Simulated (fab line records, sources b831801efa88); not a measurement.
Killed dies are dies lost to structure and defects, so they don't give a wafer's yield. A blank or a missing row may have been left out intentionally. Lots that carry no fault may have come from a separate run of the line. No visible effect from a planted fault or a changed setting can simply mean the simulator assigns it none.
Chamber matching :: flow gf180mcu :: GF_HV_LDD_ETCHBACK_58 on rie-diel-04 has 4 sister chambers
The step etches Si3N4 in CH3F/O2, stops on SiO2, time 100 s, target depth 90 nm. 4 wafers are shown with their chamber, then 8 later ones without.

WAFERS PAIRED WITH THEIR CHAMBERS
wafer: L083.1
chamber: 3
drypump-motor-current-A (A): 6.3

wafer: L083.3
chamber: 0
drypump-motor-current-A (A): 6.0

wafer: L086.1
chamber: 2
drypump-motor-current-A (A): 6.3

wafer: L092.1
chamber: 1
drypump-motor-current-A (A): 5.2

WAFERS WITHOUT THEIR CHAMBER
wafer: L092.3
drypump-motor-current-A (A): 6.3

wafer: L092.6
drypump-motor-current-A (A): 6.3

wafer: L093.2
drypump-motor-current-A (A): 6.0

wafer: L093.5
drypump-motor-current-A (A): 6.0

wafer: L093.6
drypump-motor-current-A (A): 5.3

wafer: L095.2
drypump-motor-current-A (A): 6.2

wafer: L095.3
drypump-motor-current-A (A): 6.3

wafer: L095.4
drypump-motor-current-A (A): 5.3

THE CHAMBER EACH PASSED THROUGH
wafer: L092.3
from the rows above: can't be placed: 2 or 3
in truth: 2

wafer: L092.6
from the rows above: can't be placed: 2 or 3
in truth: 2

wafer: L093.2
from the rows above: 0
in truth: 0

wafer: L093.5
from the rows above: 0
in truth: 0

wafer: L093.6
from the rows above: 1
in truth: 1

wafer: L095.2
from the rows above: can't be placed: 2 or 3 or 0
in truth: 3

wafer: L095.3
from the rows above: can't be placed: 2 or 3
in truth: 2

wafer: L095.4
from the rows above: 1
in truth: 1
Placed correctly: 4 of 8. Unplaceable from these rows: 4, with the true chamber sitting among the candidates in 4. Wrongly placed: 0.
How it was worked out, from the rows above alone: a wafer's distance from a chamber is the root of the sum, over the readings, of the square of ((its reading less the chamber's mean) divided by the reading's scatter). The wafer belongs to the nearest chamber; if the next one is less than 2 further off, it can't be placed. For every chamber, the mean is computed from those of its wafers that are shown. The scatter: root of mean squared gap, hidden wafer to nearest shown wafer, with one shown wafer a chamber.
